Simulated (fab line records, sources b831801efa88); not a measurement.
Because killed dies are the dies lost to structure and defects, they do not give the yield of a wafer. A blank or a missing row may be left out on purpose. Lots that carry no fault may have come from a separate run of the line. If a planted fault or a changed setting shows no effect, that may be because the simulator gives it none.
fab line records -- flow gf180mcu
[record] lots = 13, wafers = 39, last_day = 34
route steps=602 shown MVPSD@86 VT_IMPLANT@97 CONTACT@291 M1@318
lots that met no fault: from a run of the same line without faults
start_h: hours from the record's opening day to when the first of the lot's shown wafers began -- wait_h: how many hours have passed since the lot's step before this one -- " as in the row above -- L1.1+2: one row covering several wafers at once -- - value missing, or start not given -- * or withheld: withheld -- < > ~ a bound
route shown NAME@n: NAME is a module with steps in the file, n the number in the route of the first one -- usual: mean and standard deviation over wafers with no fault -- same: alike in all rows -- chamber/n: place in a boat -- sites: each site's reading -- _std_site: standard deviation of those values -- _edge_site: inner sites' mean taken away from outer sites' mean -- radius_mm: how far each site lies from the wafer's centre -- mask NAME#n: copy n -- behind: tool/chamber where the wafer was last shaped -- hold: cause of the lot's hold/its duration in hours/its outcome -- device: whichever transistor did not switch (one of n, p or np) -- end of line: tests run on the same wafers once the route is complete -- step lacking rows: just its recipe -- killed: dies lost to structure and defects at the first sort, not the wafer's yield -- map: a wafer's dies, x killed, . not, _ none there
set.NAME: the run value of the setting; set.NAME@STEP: its run value at that earlier step -- model.NAME: the simulator's own value behind a step, which no gauge read
the route's steps for a sample of lots (tables are steps, rows are wafers)
services: a tool's chamber out of use, with start hour (start_h, from the record's first day; less than 0 if before it), hours out, and reason
[[steps]]
[step GF_MVPSD_IMPLANT_08]
[recipe] species = B, energy_kev = 170, dose_cm2 = 1.5e+13, tilt_deg = 0
[usual] dose_ions_cm2 = 1.5002e+13/1.5e+10, faraday_current_uA = 84.5/1.7
[same] implant_ion_amu = 11
lot.wafer,tool,chamber,start_h,wait_h,dose_ions_cm2,faraday_current_uA
L853.1,implanter-04,0,104.28,0.0,1.5005e+13,86.1
L853.3,implanter-04,0,104.28,0.0,1.5001e+13,87.0
L853.4,implanter-04,0,104.28,0.0,1.4995e+13,83.9
L854.1,implanter-04,0,109.98,0.0,1.5001e+13,86.3
L854.2,implanter-04,0,109.98,0.0,1.5027e+13,82.3
L854.5,implanter-04,0,109.98,0.0,1.5001e+13,84.0
L855.2,implanter-03,0,113.51,0.0,1.5033e+13,84.2
L855.3,implanter-03,0,113.51,0.0,1.5006e+13,85.3
L855.5,implanter-03,0,113.51,0.0,1.5026e+13,84.6
L859.3,implanter-02,0,138.78,0.1,1.4996e+13,84.7
L859.5,implanter-02,0,138.78,0.1,1.5004e+13,86.6
L859.6,implanter-02,0,138.78,0.1,1.4997e+13,87.3
L861.1,implanter-02,0,151.63,0.0,1.5005e+13,86.6
L861.3,implanter-02,0,151.63,0.0,1.5031e+13,82.9
L861.5,implanter-02,0,151.63,0.0,1.5016e+13,83.7
L862.2,implanter-03,0,158.71,0.0,1.5e+13,83.0
L862.3,implanter-03,0,158.71,0.0,1.5015e+13,81.1
L862.5,implanter-03,0,158.71,0.0,1.5008e+13,86.3
L863.4,implanter-03,0,162.41,0.1,1.4979e+13,87.1
L863.5,implanter-03,0,162.41,0.1,1.4982e+13,85.1
L863.6,implanter-03,0,162.41,0.1,1.5002e+13,83.7
L867.1,implanter-02,0,186.18,0.0,1.4993e+13,83.9
L867.4,implanter-02,0,186.18,0.0,1.4996e+13,82.6
L867.5,implanter-02,0,186.18,0.0,1.5011e+13,83.4
L871.3,implanter-04,0,209.63,0.1,1.4995e+13,81.8
L871.4,implanter-04,0,209.63,0.1,1.5005e+13,82.7
L871.5,implanter-04,0,209.63,0.1,1.5005e+13,83.3
L872.1,implanter-02,0,215.38,0.0,1.6479e+13,93.2
L872.4,implanter-02,0,215.38,0.0,1.6481e+13,92.5
L872.5,implanter-02,0,215.38,0.0,1.6479e+13,91.4
L873.1,implanter-04,0,222.83,0.0,1.499e+13,82.6
L873.2,implanter-04,0,222.83,0.0,1.4977e+13,84.2
L873.6,implanter-04,0,222.83,0.0,1.5009e+13,85.6
L874.1,implanter-02,0,230.12,0.0,1.6516e+13,92.7
L874.3,implanter-02,0,230.12,0.0,1.6514e+13,95.0
L874.6,implanter-02,0,230.12,0.0,1.65e+13,95.5
L875.1,implanter-03,0,237.53,0.0,1.5013e+13,79.9
L875.2,implanter-03,0,237.53,0.0,1.5009e+13,81.8
L875.6,implanter-03,0,237.53,0.0,1.4999e+13,83.3
[step GF_VT_IMPLANT_OVL_MEAS_07]
[usual] VT_IMPLANT_OVL = -0.6/1.5
lot.wafer,tool,chamber,start_h,wait_h,VT_IMPLANT_OVL[nm]
L853.1,overlay-01,-,118.70,0.1,-2.2
L853.3,overlay-01,-,118.70,0.1,-3.2
L853.4,overlay-01,-,118.70,0.1,-2.2
L854.1,overlay-02,-,124.84,0.1,-1.9
L854.2,overlay-02,-,124.84,0.1,0.8
L854.5,overlay-02,-,124.84,0.1,0.4
L855.2,overlay-02,-,128.30,0.1,0.1
L855.3,overlay-02,-,128.30,0.1,0.5
L855.5,overlay-02,-,128.30,0.1,-0.6
L859.3,overlay-02,-,154.50,0.1,0.9
L859.5,overlay-02,-,154.50,0.1,-0.2
L859.6,overlay-02,-,154.50,0.1,0.8
L861.1,overlay-02,-,167.99,0.1,-4.0
L861.3,overlay-02,-,167.99,0.1,-3.5
L861.5,overlay-02,-,167.99,0.1,-3.7
L862.2,overlay-01,-,174.59,0.1,-1.9
L862.3,overlay-01,-,174.59,0.1,0.4
L862.5,overlay-01,-,174.59,0.1,0.7
L863.4,overlay-02,-,179.31,0.1,-3.9
L863.5,overlay-02,-,179.31,0.1,-1.7
L863.6,overlay-02,-,179.31,0.1,-1.8
L867.1,overlay-02,-,204.09,0.1,-2.3
L867.4,overlay-02,-,204.09,0.1,-1.1
L867.5,overlay-02,-,204.09,0.1,-2.2
L871.3,overlay-01,-,226.86,0.1,-0.4
L871.4,overlay-01,-,226.86,0.1,-0.3
L871.5,overlay-01,-,226.86,0.1,-0.9
L872.1,overlay-01,-,232.89,0.1,-1.2
L872.4,overlay-01,-,232.89,0.1,1.1
L872.5,overlay-01,-,232.89,0.1,-1.1
L873.1,overlay-02,-,241.04,0.1,2.1
L873.2,overlay-02,-,241.04,0.1,0.8
L873.6,overlay-02,-,241.04,0.1,2.3
L874.1,overlay-01,-,249.09,0.1,-0.5
L874.3,overlay-01,-,249.09,0.1,0.1
L874.6,overlay-01,-,249.09,0.1,0.9
L875.1,overlay-01,-,256.13,0.1,-1.2
L875.2,overlay-01,-,256.13,0.1,-1.5
L875.6,overlay-01,-,256.13,0.1,-1.2
[step GF_VT_IMPLANT_RS_MEAS_49]
[recipe] thk_meas_gauge = four-point-probe
[usual] MVPSD_RS = 1168/3.1
lot.wafer,tool,chamber,start_h,wait_h,MVPSD_RS[ohm/sq]
L853.1,film_metro-02,-,166.50,0.1,1166
L853.3,film_metro-02,-,166.50,0.1,1170
L853.4,film_metro-02,-,166.50,0.1,1167
L854.1,film_metro-03,-,172.40,0.1,1172
L854.2,film_metro-03,-,172.40,0.1,1173
L854.5,film_metro-03,-,172.40,0.1,1172
L855.2,film_metro-01,-,177.71,0.1,1169
L855.3,film_metro-01,-,177.71,0.1,1168
L855.5,film_metro-01,-,177.71,0.1,1165
L859.3,film_metro-01,-,205.84,0.1,1165
L859.5,film_metro-01,-,205.84,0.1,1165
L859.6,film_metro-01,-,205.84,0.1,1168
L861.1,film_metro-01,-,220.40,0.1,1167
L861.3,film_metro-01,-,220.40,0.1,1166
L861.5,film_metro-01,-,220.40,0.1,1168
L862.2,film_metro-03,-,226.91,0.1,1167
L862.3,film_metro-03,-,226.91,0.1,1168
L862.5,film_metro-03,-,226.91,0.1,1166
L863.4,film_metro-02,-,232.55,0.1,1171
L863.5,film_metro-02,-,232.55,0.1,1171
L863.6,film_metro-02,-,232.55,0.1,1173
L867.1,film_metro-01,-,259.95,0.1,1166
L867.4,film_metro-01,-,259.95,0.1,1166
L867.5,film_metro-01,-,259.95,0.1,1169
L871.3,film_metro-03,-,284.14,0.1,1165
L871.4,film_metro-03,-,284.14,0.1,1166
L871.5,film_metro-03,-,284.14,0.1,1167
L872.1,film_metro-03,-,290.79,0.1,1118
L872.4,film_metro-03,-,290.79,0.1,1116
L872.5,film_metro-03,-,290.79,0.1,1119
L873.1,film_metro-02,-,300.55,0.1,1166
L873.2,film_metro-02,-,300.55,0.1,1169
L873.6,film_metro-02,-,300.55,0.1,1168
L874.1,film_metro-03,-,309.49,0.1,1116
L874.3,film_metro-03,-,309.49,0.1,1113
L874.6,film_metro-03,-,309.49,0.1,1111
L875.1,film_metro-01,-,317.35,0.1,1165
L875.2,film_metro-01,-,317.35,0.1,1165
L875.6,film_metro-01,-,317.35,0.1,1166
[step GF_CONTACT_CMP_04]
[recipe] material = SiO2, down_force_psi = 4, platen_rpm = 60, pad_velocity_m_s = 0.94248
[usual] motor_current_A = 12.0/1.4, time_to_endpoint_s = 111/4.8
lot.wafer,tool,chamber,start_h,wait_h,motor_current_A,time_to_endpoint_s
L853.3,cmp-01,1,348.71,0.0,11.3,111
L853.1,cmp-01,2,348.71,0.0,12.7,108
L853.4,cmp-01,3,348.71,0.0,10.8,115
L854.1,cmp-02,1,357.83,0.1,11.9,112
L854.2,cmp-02,0,357.83,0.1,10.2,102
L854.5,cmp-02,2,357.83,0.1,12.7,109
L855.3,cmp-02,0,364.43,0.0,10.7,117
L855.2,cmp-02,2,364.43,0.0,13.0,110
L855.5,cmp-02,0,364.43,0.0,10.3,115
L859.3,cmp-02,3,404.86,0.4,14.5,114
L859.6,cmp-02,0,404.86,0.4,10.6,112
L859.5,cmp-02,1,404.86,0.4,11.5,114
L861.3,cmp-02,0,423.82,0.0,10.9,108
L861.1,cmp-02,3,423.82,0.0,14.3,102
L861.5,cmp-02,0,423.82,0.0,10.6,109
L862.3,cmp-02,0,429.50,0.1,10.7,112
L862.2,cmp-02,1,429.50,0.1,11.6,114
L862.5,cmp-02,3,429.50,0.1,14.4,117
L863.4,cmp-02,1,438.21,0.0,11.3,120
L863.5,cmp-02,1,438.21,0.0,11.4,121
L863.6,cmp-02,2,438.21,0.0,12.4,120
L867.1,cmp-02,1,473.86,0.1,12.1,116
L867.4,cmp-02,3,473.86,0.1,14.7,119
L867.5,cmp-02,2,473.86,0.1,13.1,115
L871.3,cmp-02,2,504.19,0.1,12.6,106
L871.4,cmp-02,0,504.19,0.1,10.4,109
L871.5,cmp-02,2,504.19,0.1,13.0,113
L872.4,cmp-01,2,508.99,0.1,11.7,120
L872.1,cmp-01,3,508.99,0.1,10.8,118
L872.5,cmp-01,1,508.99,0.1,11.4,120
L873.2,cmp-01,1,522.24,0.3,11.4,105
L873.1,cmp-01,2,522.24,0.3,12.7,107
L873.6,cmp-01,2,522.24,0.3,12.3,108
L874.1,cmp-01,3,529.84,0.1,11.0,105
L874.3,cmp-01,0,529.84,0.1,11.6,102
L874.6,cmp-01,3,529.84,0.1,10.6,110
L875.2,cmp-02,0,539.00,0.0,10.1,101
L875.1,cmp-02,2,539.00,0.0,12.8,108
L875.6,cmp-02,0,539.00,0.0,10.4,115
[step GF_M1_SPUTTER_03]
[recipe] material = Ti, target_thk_nm = 10, substrate_temp_c = 300, chamber_pressure_pa = 0.3, power_w = 3000, time_s = 6.7
[usual] throttle_valve_pct = 30.1/0.71
lot.wafer,tool,chamber,start_h,wait_h,throttle_valve_pct
L853.1,pvd_sputter-01,-,372.61,0.0,30.3
L853.3,pvd_sputter-01,-,372.61,0.0,29.4
L853.4,pvd_sputter-01,-,372.61,0.0,30.0
L854.1,pvd_sputter-03,-,382.15,0.0,29.5
L854.2,pvd_sputter-03,-,382.15,0.0,30.7
L854.5,pvd_sputter-03,-,382.15,0.0,30.6
L855.2,pvd_sputter-04,-,389.21,0.0,30.2
L855.3,pvd_sputter-04,-,389.21,0.0,30.3
L855.5,pvd_sputter-04,-,389.21,0.0,30.2
L859.3,pvd_sputter-03,-,430.27,0.0,30.7
L859.5,pvd_sputter-03,-,430.27,0.0,31.0
L859.6,pvd_sputter-03,-,430.27,0.0,30.6
L861.1,pvd_sputter-04,-,449.95,0.0,30.2
L861.3,pvd_sputter-04,-,449.95,0.0,30.4
L861.5,pvd_sputter-04,-,449.95,0.0,30.5
L862.2,pvd_sputter-04,-,455.55,0.0,30.3
L862.3,pvd_sputter-04,-,455.55,0.0,28.4
L862.5,pvd_sputter-04,-,455.55,0.0,30.1
L863.4,pvd_sputter-04,-,463.81,0.0,28.5
L863.5,pvd_sputter-04,-,463.81,0.0,28.8
L863.6,pvd_sputter-04,-,463.81,0.0,30.5
L867.1,pvd_sputter-01,-,499.90,0.0,29.1
L867.4,pvd_sputter-01,-,499.90,0.0,29.9
L867.5,pvd_sputter-01,-,499.90,0.0,30.2
L871.3,pvd_sputter-03,-,529.35,0.0,31.0
L871.4,pvd_sputter-03,-,529.35,0.0,29.1
L871.5,pvd_sputter-03,-,529.35,0.0,31.0
L872.1,pvd_sputter-03,-,534.06,0.0,31.5
L872.4,pvd_sputter-03,-,534.06,0.0,29.0
L872.5,pvd_sputter-03,-,534.06,0.0,31.4
L873.1,pvd_sputter-01,-,547.39,0.0,30.1
L873.2,pvd_sputter-01,-,547.39,0.0,30.4
L873.6,pvd_sputter-01,-,547.39,0.0,29.3
L874.1,pvd_sputter-01,-,554.24,0.0,30.1
L874.3,pvd_sputter-01,-,554.24,0.0,29.5
L874.6,pvd_sputter-01,-,554.24,0.0,30.0
L875.1,pvd_sputter-03,-,563.20,0.0,29.3
L875.2,pvd_sputter-03,-,563.20,0.0,31.5
L875.6,pvd_sputter-03,-,563.20,0.0,29.0
[[services]]
tool,chamber,start_h,hours,kind
pvd_sputter-04,-,82.67,2.3,repair
pvd_sputter-01,-,87.80,1.8,repair
cmp-02,-,90.47,2.9,repair
implanter-03,-,92.05,6.3,repair
implanter-03,-,92.32,1.8,repair
implanter-03,-,104.33,3.5,pm
pvd_sputter-03,-,104.79,3.9,repair
cmp-02,-,129.58,0.4,repair
implanter-02,-,139.99,2.9,repair
pvd_sputter-04,-,166.38,10.0,repair
cmp-02,-,179.13,0.2,repair
cmp-02,-,232.00,4.0,pm
cmp-02,-,261.74,5.6,pm
cmp-02,-,268.64,0.4,repair
implanter-02,-,272.53,6.6,repair
pvd_sputter-03,-,286.60,17.0,repair
cmp-02,-,362.26,0.2,repair
implanter-02,-,422.42,2.4,repair
implanter-02,-,439.46,84.0,pm
cmp-02,-,482.59,1.3,repair
cmp-02,-,510.26,17.4,pm
implanter-02,-,528.45,4.7,pm
cmp-02,-,534.16,1.7,repair
implanter-02,-,536.84,6.3,repair
[[key]]
[first_sign] step = GF_MVPSD_IMPLANT_08, reading = dose_ions_cm2, direction = up, sigmas = 98, usual = 1.5002e+13, struck = 1.6495e+13
[effect] step = GF_MVPSD_IMPLANT_08, reading = faraday_current_uA, direction = up, sigmas = 5.1, usual = 84.5, struck = 93.4
[effect] step = GF_VT_IMPLANT_RS_MEAS_49, reading = MVPSD_RS, direction = down, sigmas = 17, usual = 1168, struck = 1115
met_at GF_MVPSD_IMPLANT_08
struck_lots L872,L874
tester_left_out L872,L874
not_acting_at GF_VT_IMPLANT_OVL_MEAS_07,GF_CONTACT_CMP_04,GF_M1_SPUTTER_03
onset_between 186.18 215.38
[fault] kind = process_parameter_drift, tool = implanter-02, chamber = -, onset_h = 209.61, steps = GF_MVPSD_IMPLANT_08, channel = dose_cm2, offset = 1.4847e+12, shape = step, end_h = 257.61, acts_in = these_recipes_only, stated = 1.5e+13
// tester_left_out: of these lots the tester's yield and bins aren't shown, on N5 and GAA mostly nor the transistor test; their killed dies are dies lost to structure and defects alone, not to doping, threshold or leakage, so they don't give the yield
